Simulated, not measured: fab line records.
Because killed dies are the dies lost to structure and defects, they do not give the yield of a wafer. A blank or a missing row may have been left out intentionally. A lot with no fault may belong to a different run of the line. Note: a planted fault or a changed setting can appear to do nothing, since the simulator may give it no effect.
fab line records	flow sky130
[record] lots = 14	wafers = 42	last-day = 50
route steps=708 shown METAL4@631 VIA4@640 METAL5@661
lots that met no fault: from a run of the same line without faults
start-h: the number of hours between the record's first day and the start of the first shown wafer of the lot	wait-h: how many hours have passed since the lot's step before this one	" identical to the entry in the row above	L1.1+2: a single row standing in for several wafers	- no value, or no start given	* or withheld: withheld	< > ~ a bound
route shown NAME@n: NAME is a module with steps in the file, n the number in the route of the first one	usual: average and standard deviation across the fault-free wafers	same: alike in all rows	chamber/n: place in a boat	sites: each site's reading	_std_site: how widely they spread, as a standard deviation	_edge_site: inner sites' mean taken away from outer sites' mean	radius-mm: for every site, how far away it sits from the centre of the wafer	mask NAME#n: copy n	behind: the tool/chamber that last shaped the wafer	hold: cause of the lot's hold/its duration in hours/its outcome	device: names the non-switching transistor (n, p or np)	end of line: at the end of the route, the tests of the same wafers	step lacking rows: just its recipe	killed: dies lost to structure and defects at the first sort, not the wafer's yield	map: dies across one wafer; x = killed, . = not, _ = none there
set.NAME: the setting as run; set.NAME@STEP: as run at that earlier step	model.NAME: the simulator's own value behind a step, which no gauge read
a sample of lots followed through the steps of the route, with each step as a table and each wafer as a row
services: when a tool's chamber went out of use (start-h, in hours from the record's first day, below 0 if earlier), for how many hours, and the reason
[[steps]]
[step SKY_METAL4_DESCUM_15]
[recipe] chemistry = O2	source-power-w = 150	bias-power-w = 0	pressure-mtorr = 10	temp-c = 40	time-s = 8
[usual] drypump-motor-current-A = 6.1/0.52	oes-product-au = 0.996/0.0085
lot.wafer	tool	chamber	start-h	wait-h	drypump-motor-current-A	oes-product-au	rf-hours-counter-h
L525.1	rie-metal-04	0	977.29	0.0	6.6	1.003	15
L525.3	"	0	"	"	6.6	0.998	-
L525.4	"	1	"	"	6.0	0.990	-
L526.4	rie-metal-02	1	977.67	0.0	6.6	0.996	-
L526.5	"	1	"	"	6.6	0.991	-
L526.6	"	1	"	"	6.6	0.990	-
L527.3	rie-metal-04	0	995.35	0.0	6.6	1.009	-
L527.5	"	1	"	"	6.0	0.995	-
L527.6	"	0	"	"	6.6	1.002	-
L529.2	rie-metal-02	1	1016.59	0.0	6.6	0.985	13
L529.3	"	0	"	"	5.0	0.999	-
L529.5	"	1	"	"	6.6	0.990	-
L532.1	rie-metal-04	1	1026.84	0.0	6.0	0.994	11
L532.3	"	0	"	"	6.6	0.999	-
L532.4	"	1	"	"	6.0	1.001	-
L533.3	rie-metal-02	0	1035.98	0.0	5.0	0.995	-
L533.5	"	0	"	"	5.0	1.003	-
L533.6	"	1	"	"	6.6	0.984	-
L534.2	rie-metal-02	0	1050.27	0.0	5.0	0.985	11
L534.3	"	0	"	"	5.0	0.992	-
L534.4	"	1	"	"	6.6	0.968	-
L536.2	rie-metal-01	1	1055.54	0.0	6.0	0.995	10
L536.3	"	1	"	"	6.0	0.994	-
L536.4	"	0	"	"	6.1	0.980	-
L537.2	rie-metal-04	0	1056.77	0.0	6.6	1.001	20
L537.4	"	0	"	"	6.6	1.005	-
L537.5	"	1	"	"	6.0	0.998	-
L540.1	rie-metal-01	0	1081.29	0.0	6.1	0.987	15
L540.2	"	1	"	"	6.0	0.992	12
L540.4	"	0	"	"	6.1	0.976	-
L541.2	rie-metal-01	1	1087.74	0.0	6.0	1.010	13
L541.3	"	0	"	"	6.1	0.998	-
L541.6	"	0	"	"	6.1	1.001	-
L543.3	rie-metal-04	1	1097.90	0.0	6.0	1.001	-
L543.4	"	0	"	"	6.6	1.011	-
L543.5	"	1	"	"	6.0	0.992	-
L546.1	rie-metal-01	0	1105.42	0.0	6.1	0.985	17
L546.3	"	1	"	"	6.0	1.006	-
L546.4	"	0	"	"	6.1	0.990	-
L547.1	rie-metal-02	0	1116.34	0.0	5.0	1.006	17
L547.2	"	1	"	"	6.6	0.990	21
L547.5	"	1	"	"	6.6	0.994	-
[step SKY_VIA4_THK_MEAS_01]
[recipe] reads = SiO2_of_VIA4_HDPCVD_00
[usual] VIA4_HDPCVD_THK = 1744/17
lot.wafer	tool	chamber	start-h	wait-h	VIA4_HDPCVD_THK[nm]
L525.1	film-metro-01	-	978.39	0.1	1760
L525.3	"	-	"	"	1758
L525.4	"	-	"	"	1773
L526.4	film-metro-04	-	978.94	0.0	1753
L526.5	"	-	"	"	1758
L526.6	"	-	"	"	1759
L527.3	film-metro-02	-	996.58	0.1	1766
L527.5	"	-	"	"	1760
L527.6	"	-	"	"	1767
L529.2	film-metro-02	-	1017.77	0.1	1752
L529.3	"	-	"	"	1741
L529.5	"	-	"	"	1759
L532.1	film-metro-01	-	1028.05	0.1	1758
L532.3	"	-	"	"	1752
L532.4	"	-	"	"	1753
L533.3	film-metro-01	-	1037.09	0.1	1699
L533.5	"	-	"	"	1737
L533.6	"	-	"	"	1714
L534.2	film-metro-01	-	1051.38	0.1	1776
L534.3	"	-	"	"	1754
L534.4	"	-	"	"	1760
L536.2	film-metro-01	-	1056.66	0.1	1754
L536.3	"	-	"	"	1723
L536.4	"	-	"	"	1750
L537.2	film-metro-01	-	1057.88	0.1	1736
L537.4	"	-	"	"	1772
L537.5	"	-	"	"	1735
L540.1	film-metro-01	-	1082.40	0.1	1739
L540.2	"	-	"	"	1738
L540.4	"	-	"	"	1749
L541.2	film-metro-04	-	1088.86	0.1	1709
L541.3	"	-	"	"	1731
L541.6	"	-	"	"	1726
L543.3	film-metro-01	-	1099.01	0.1	1769
L543.4	"	-	"	"	1742
L543.5	"	-	"	"	1767
L546.1	film-metro-01	-	1106.62	0.1	1732
L546.3	"	-	"	"	1732
L546.4	"	-	"	"	1746
L547.1	film-metro-02	-	1117.44	0.1	1735
L547.2	"	-	"	"	1747
L547.5	"	-	"	"	1716
[step SKY_METAL5_SPUTTER_00]
[recipe] material = Ti	target-thk-nm = 15	power-w = 3000	time-s = 10	chamber-pressure-pa = 0.4
[usual] throttle-valve-pct = 30.2/1.2
lot.wafer	tool	chamber	start-h	wait-h	throttle-valve-pct
L525.1	pvd-sputter-04	-	1002.86	0.1	28.8
L525.3	"	-	"	"	29.4
L525.4	"	-	"	"	30.2
L526.4	pvd-sputter-01	-	1003.24	0.1	31.4
L526.5	"	-	"	"	32.6
L526.6	"	-	"	"	28.8
L527.3	pvd-sputter-04	-	1020.73	0.2	28.8
L527.5	"	-	"	"	29.7
L527.6	"	-	"	"	29.0
L529.2	pvd-sputter-02	-	1041.23	0.2	28.4
L529.3	"	-	"	"	31.4
L529.5	"	-	"	"	29.8
L532.1	pvd-sputter-04	-	1052.05	0.2	28.4
L532.3	"	-	"	"	29.5
L532.4	"	-	"	"	30.3
L533.3	pvd-sputter-01	-	1060.89	0.1	31.2
L533.5	"	-	"	"	31.4
L533.6	"	-	"	"	30.2
L534.2	pvd-sputter-02	-	1074.08	0.1	29.8
L534.3	"	-	"	"	31.3
L534.4	"	-	"	"	28.4
L536.2	pvd-sputter-04	-	1079.44	0.2	30.4
L536.3	"	-	"	"	28.8
L536.4	"	-	"	"	29.5
L537.2	pvd-sputter-01	-	1080.65	0.1	31.6
L537.4	"	-	"	"	32.7
L537.5	"	-	"	"	28.6
L540.1	pvd-sputter-01	-	1105.47	0.2	31.3
L540.2	"	-	"	"	28.8
L540.4	"	-	"	"	30.2
L541.2	pvd-sputter-04	-	1110.07	0.1	30.4
L541.3	"	-	"	"	29.6
L541.6	"	-	"	"	29.3
L543.3	pvd-sputter-02	-	1120.71	0.2	29.9
L543.4	"	-	"	"	28.4
L543.5	"	-	"	"	28.5
L546.1	pvd-sputter-01	-	1128.35	0.2	31.5
L546.3	"	-	"	"	28.5
L546.4	"	-	"	"	32.7
L547.1	pvd-sputter-04	-	1138.06	0.2	29.4
L547.2	"	-	"	"	29.5
L547.5	"	-	"	"	30.4
[step SKY_METAL5_SPUTTER_02]
[recipe] material = AlCu	target-thk-nm = 1150	power-w = 10600	time-s = 61.2	chamber-pressure-pa = 0.4
[usual] throttle-valve-pct = 30.2/1.2
lot.wafer	tool	chamber	start-h	wait-h	throttle-valve-pct
L525.1	pvd-sputter-04	-	1002.91	0.0	28.8
L525.3	"	-	"	"	29.7
L525.4	"	-	"	"	30.3
L526.4	pvd-sputter-01	-	1003.29	0.0	31.7
L526.5	"	-	"	"	32.4
L526.6	"	-	"	"	28.4
L527.3	pvd-sputter-04	-	1020.78	0.0	28.7
L527.5	"	-	"	"	29.6
L527.6	"	-	"	"	28.9
L529.2	pvd-sputter-02	-	1041.27	0.0	28.6
L529.3	"	-	"	"	31.4
L529.5	"	-	"	"	29.9
L532.1	pvd-sputter-04	-	1052.10	0.0	28.6
L532.3	"	-	"	"	29.3
L532.4	"	-	"	"	30.4
L533.3	pvd-sputter-01	-	1060.93	0.0	31.6
L533.5	"	-	"	"	31.5
L533.6	"	-	"	"	30.5
L534.2	pvd-sputter-02	-	1074.13	0.0	29.9
L534.3	"	-	"	"	31.2
L534.4	"	-	"	"	28.8
L536.2	pvd-sputter-04	-	1079.48	0.0	30.3
L536.3	"	-	"	"	28.8
L536.4	"	-	"	"	29.7
L537.2	pvd-sputter-01	-	1080.70	0.0	31.6
L537.4	"	-	"	"	32.3
L537.5	"	-	"	"	28.9
L540.1	pvd-sputter-01	-	1105.52	0.0	31.5
L540.2	"	-	"	"	28.6
L540.4	"	-	"	"	30.3
L541.2	pvd-sputter-04	-	1110.12	0.0	30.2
L541.3	"	-	"	"	29.9
L541.6	"	-	"	"	29.2
L543.3	pvd-sputter-02	-	1120.76	0.0	30.0
L543.4	"	-	"	"	28.6
L543.5	"	-	"	"	28.6
L546.1	pvd-sputter-01	-	1128.39	0.0	31.1
L546.3	"	-	"	"	28.6
L546.4	"	-	"	"	32.7
L547.1	pvd-sputter-04	-	1138.11	0.0	29.2
L547.2	"	-	"	"	29.6
L547.5	"	-	"	"	30.2
[step SKY_METAL5_RS_MEAS_05]
[recipe] thk-meas-gauge = four-point-probe	reads = TiN_of_METAL5_SPUTTER_04+Ti_of_METAL5_SPUTTER_03+AlCu_of_METAL5_SPUTTER_02+TiN_of_METAL5_SPUTTER_01+Ti_of_METAL5_SPUTTER_00
[usual] METAL5_ALCU_RS = 0.02693/0.00029
lot.wafer	tool	chamber	start-h	wait-h	METAL5_ALCU_RS[ohm/sq]
L525.1	film-metro-03	-	1003.05	0.0	0.0267
L525.3	"	-	"	"	0.02694
L525.4	"	-	"	"	0.02665
L526.4	film-metro-01	-	1003.47	0.1	0.02676
L526.5	"	-	"	"	0.02652
L526.6	"	-	"	"	0.02687
L527.3	film-metro-01	-	1020.94	0.1	0.02646
L527.5	"	-	"	"	0.02702
L527.6	"	-	"	"	0.02657
L529.2	film-metro-03	-	1041.41	0.0	0.02674
L529.3	"	-	"	"	0.02701
L529.5	"	-	"	"	0.02725
L532.1	film-metro-02	-	1052.22	0.0	0.02679
L532.3	"	-	"	"	0.02693
L532.4	"	-	"	"	0.02698
L533.3	film-metro-03	-	1061.09	0.1	0.02706
L533.5	"	-	"	"	0.02691
L533.6	"	-	"	"	0.02684
L534.2	film-metro-01	-	1074.27	0.0	0.02743
L534.3	"	-	"	"	0.02689
L534.4	"	-	"	"	0.02709
L536.2	film-metro-03	-	1079.62	0.0	0.02696
L536.3	"	-	"	"	0.02664
L536.4	"	-	"	"	0.02692
L537.2	film-metro-03	-	1080.83	0.0	0.0265
L537.4	"	-	"	"	0.02634
L537.5	"	-	"	"	0.02628
L540.1	film-metro-01	-	1105.63	0.0	0.0275
L540.2	"	-	"	"	0.02717
L540.4	"	-	"	"	0.02261
L541.2	film-metro-02	-	1110.26	0.0	0.02686
L541.3	"	-	"	"	0.02658
L541.6	"	-	"	"	0.02655
L543.3	film-metro-01	-	1120.92	0.1	0.02726
L543.4	"	-	"	"	0.02693
L543.5	"	-	"	"	0.02671
L546.1	film-metro-03	-	1128.51	0.0	0.02765
L546.3	"	-	"	"	0.02257
L546.4	"	-	"	"	0.02261
L547.1	film-metro-03	-	1138.23	0.0	0.0266
L547.2	"	-	"	"	0.02684
L547.5	"	-	"	"	0.02714
[step SKY_METAL5_THK_MEAS_06]
[recipe] thk-meas-gauge = xrf	reads = AlCu_of_METAL5_SPUTTER_02
[usual] METAL5_ALCU_THK = 1154/15
lot.wafer	tool	chamber	start-h	wait-h	METAL5_ALCU_THK[nm]
L525.1	film-metro-03	-	1003.17	0.1	1172
L525.3	"	-	"	"	1166
L525.4	"	-	"	"	1175
L526.4	film-metro-01	-	1003.56	0.1	1163
L526.5	"	-	"	"	1169
L526.6	"	-	"	"	1155
L527.3	film-metro-01	-	1021.04	0.1	1167
L527.5	"	-	"	"	1150
L527.6	"	-	"	"	1167
L529.2	film-metro-03	-	1041.52	0.1	1159
L529.3	"	-	"	"	1156
L529.5	"	-	"	"	1139
L532.1	film-metro-02	-	1052.34	0.1	1161
L532.3	"	-	"	"	1143
L532.4	"	-	"	"	1153
L533.3	film-metro-03	-	1061.19	0.1	1160
L533.5	"	-	"	"	1167
L533.6	"	-	"	"	1164
L534.2	film-metro-01	-	1074.38	0.1	1123
L534.3	"	-	"	"	1147
L534.4	"	-	"	"	1135
L536.2	film-metro-03	-	1079.73	0.1	1161
L536.3	"	-	"	"	1167
L536.4	"	-	"	"	1165
L537.2	film-metro-03	-	1080.94	0.1	1172
L537.4	"	-	"	"	1181
L537.5	"	-	"	"	1192
L540.1	film-metro-01	-	1105.75	0.1	1129
L540.2	"	-	"	"	1140
L540.4	"	-	"	"	1357
L541.2	film-metro-02	-	1110.37	0.1	1153
L541.3	"	-	"	"	1165
L541.6	"	-	"	"	1161
L543.3	film-metro-01	-	1121.02	0.1	1138
L543.4	"	-	"	"	1147
L543.5	"	-	"	"	1165
L546.1	film-metro-03	-	1128.63	0.1	1126
L546.3	"	-	"	"	1386
L546.4	"	-	"	"	1381
L547.1	film-metro-03	-	1138.35	0.1	1175
L547.2	"	-	"	"	1159
L547.5	"	-	"	"	1159
[step SKY_METAL5_METAL_ETCH_15]
[recipe] target-depth-a = 12600	stop-on = SiO2	over-etch-frac = 0.2	time-s = 252	chemistry = Cl2/BCl3	resist-sidewall-deg = 86	pressure-mtorr = 10	icp-w = 900	bias-w = 48.5	Cl2_flow_sccm = 60	bcl3-flow-sccm = 30
[usual] drypump-motor-current-A = 6.1/0.55	oes-product-au = 0.895/0.0048	throttle-valve-pct = 22.266/0.0093
lot.wafer	tool	chamber	start-h	wait-h	drypump-motor-current-A	oes-product-au	rf-hours-counter-h	throttle-valve-pct
L525.1	rie-metal-03	1	1026.21	0.0	6.2	0.886	20	22.263
L525.3	"	0	"	"	6.0	0.902	-	22.268
L525.4	"	1	"	"	6.2	0.894	-	22.254
L526.4	rie-metal-02	0	1026.93	0.1	5.0	0.896	-	22.264
L526.5	"	1	"	"	6.5	0.902	-	22.268
L526.6	"	0	"	"	5.0	0.898	-	22.271
L527.3	rie-metal-04	1	1042.89	0.1	6.0	0.895	-	22.275
L527.5	"	0	"	"	6.6	0.904	-	22.279
L527.6	"	1	"	"	6.0	0.897	-	22.283
L529.2	rie-metal-04	0	1062.88	0.0	6.6	0.891	20	22.263
L529.3	"	0	"	"	6.6	0.894	-	22.253
L529.5	"	1	"	"	6.0	0.895	-	22.279
L532.1	rie-metal-02	0	1073.10	0.0	5.0	0.892	13	22.276
L532.3	"	0	"	"	5.0	0.894	-	22.260
L532.4	"	1	"	"	6.6	0.895	-	22.274
L533.3	rie-metal-03	0	1081.54	0.1	6.0	0.903	-	22.262
L533.5	"	1	"	"	6.2	0.892	-	22.269
L533.6	"	0	"	"	6.0	0.896	-	22.271
L534.2	rie-metal-04	1	1094.92	0.0	6.0	0.891	15	22.258
L534.3	"	1	"	"	6.0	0.889	-	22.269
L534.4	"	0	"	"	6.6	0.895	-	22.274
L536.2	rie-metal-02	0	1099.64	0.0	4.9	0.898	15	22.274
L536.3	"	1	"	"	6.6	0.896	-	22.281
L536.4	"	0	"	"	5.0	0.895	-	22.274
L537.2	rie-metal-02	1	1101.35	0.0	6.6	0.902	19	22.258
L537.4	"	0	"	"	5.0	0.887	-	22.275
L537.5	"	1	"	"	6.6	0.891	-	22.257
L540.1	rie-metal-03	1	1125.07	0.0	6.3	0.893	0	22.269
L540.2	"	0	"	"	6.0	0.897	9	22.268
L540.4	"	0	"	"	6.0	0.972	-	22.259
L541.2	rie-metal-03	1	1130.57	0.0	6.2	0.893	1	22.262
L541.3	"	1	"	"	6.2	0.897	-	22.248
L541.6	"	0	"	"	6.0	0.902	-	22.263
L543.3	rie-metal-04	0	1139.54	0.1	6.6	0.899	-	22.269
L543.4	"	1	"	"	6.0	0.888	-	22.262
L543.5	"	0	"	"	6.6	0.890	-	22.261
L546.1	rie-metal-04	0	1147.05	0.0	6.6	0.899	27	22.258
L546.3	"	0	"	"	6.6	0.974	-	22.259
L546.4	"	1	"	"	6.0	0.967	-	22.268
L547.1	rie-metal-04	0	1156.44	0.0	6.6	0.901	28	22.273
L547.2	"	1	"	"	6.0	0.891	20	22.297
L547.5	"	1	"	"	6.0	0.887	-	22.267
[[services]]
tool	chamber	start-h	hours	kind
pvd-sputter-04	0	958.13	-	consumable-replace:kit
pvd-sputter-04	0	958.13	18.0	scheduled-down
pvd-sputter-04	0	958.13	18.0	vent-cycle
pvd-sputter-04	-	966.98	1.2	repair
rie-metal-02	0	972.21	8.2	repair
rie-metal-04	-	982.14	1.2	repair
pvd-sputter-01	0	1011.27	-	consumable-replace:kit
pvd-sputter-01	0	1011.27	18.0	scheduled-down
pvd-sputter-01	0	1011.27	18.0	vent-cycle
pvd-sputter-01	-	1044.31	0.9	repair
rie-metal-01	-	1057.53	0.8	repair
pvd-sputter-02	3	1085.66	-	consumable-replace:kit
pvd-sputter-02	3	1085.66	18.0	scheduled-down
pvd-sputter-02	3	1085.66	18.0	vent-cycle
rie-metal-03	1	1100.44	-	clean
rie-metal-03	0	1102.49	15.0	repair
rie-metal-01	-	1118.71	1.1	repair
pvd-sputter-01	3	1127.15	-	consumable-replace:kit
pvd-sputter-01	3	1127.15	18.0	scheduled-down
pvd-sputter-01	3	1127.15	18.0	vent-cycle
pvd-sputter-02	-	1130.96	3.2	repair
pvd-sputter-04	3	1138.23	-	consumable-replace:kit
pvd-sputter-04	3	1138.23	18.0	scheduled-down
pvd-sputter-04	3	1138.23	18.0	vent-cycle
[[key]]
[first-sign] step = SKY_METAL5_RS_MEAS_05	reading = METAL5_ALCU_RS	direction = down	sigmas = 15	usual = 0.02693	struck = 0.0226
[effect] step = SKY_METAL5_THK_MEAS_06	reading = METAL5_ALCU_THK	direction = up	sigmas = 15	usual = 1154	struck = 1375
[effect] step = SKY_METAL5_METAL_ETCH_15	reading = oes-product-au	direction = up	sigmas = 16	usual = 0.895	struck = 0.971
met-at SKY_METAL5_SPUTTER_02
struck-lots L540,L546
struck-wafers L540.4,L546.3,L546.4
sort-left-out L540.4,L546.3,L546.4
not-acting-at SKY_METAL4_DESCUM_15,SKY_VIA4_THK_MEAS_01,SKY_METAL5_SPUTTER_00
onset-between 1080.70 1105.52
[fault] kind = process-parameter-drift	tool = pvd-sputter-01	chamber = -	onset-h = 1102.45	steps = SKY_METAL5_SPUTTER_02	channel = target-thk-nm	offset = 234.34	shape = step	end-h = 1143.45	scope = struck-wafers-only	acts-in = these-recipes-only	stated = 1150
// sort-left-out: the simulated sort isn't trusted on such a fault, so these wafers' sort isn't shown, and their yield isn't known
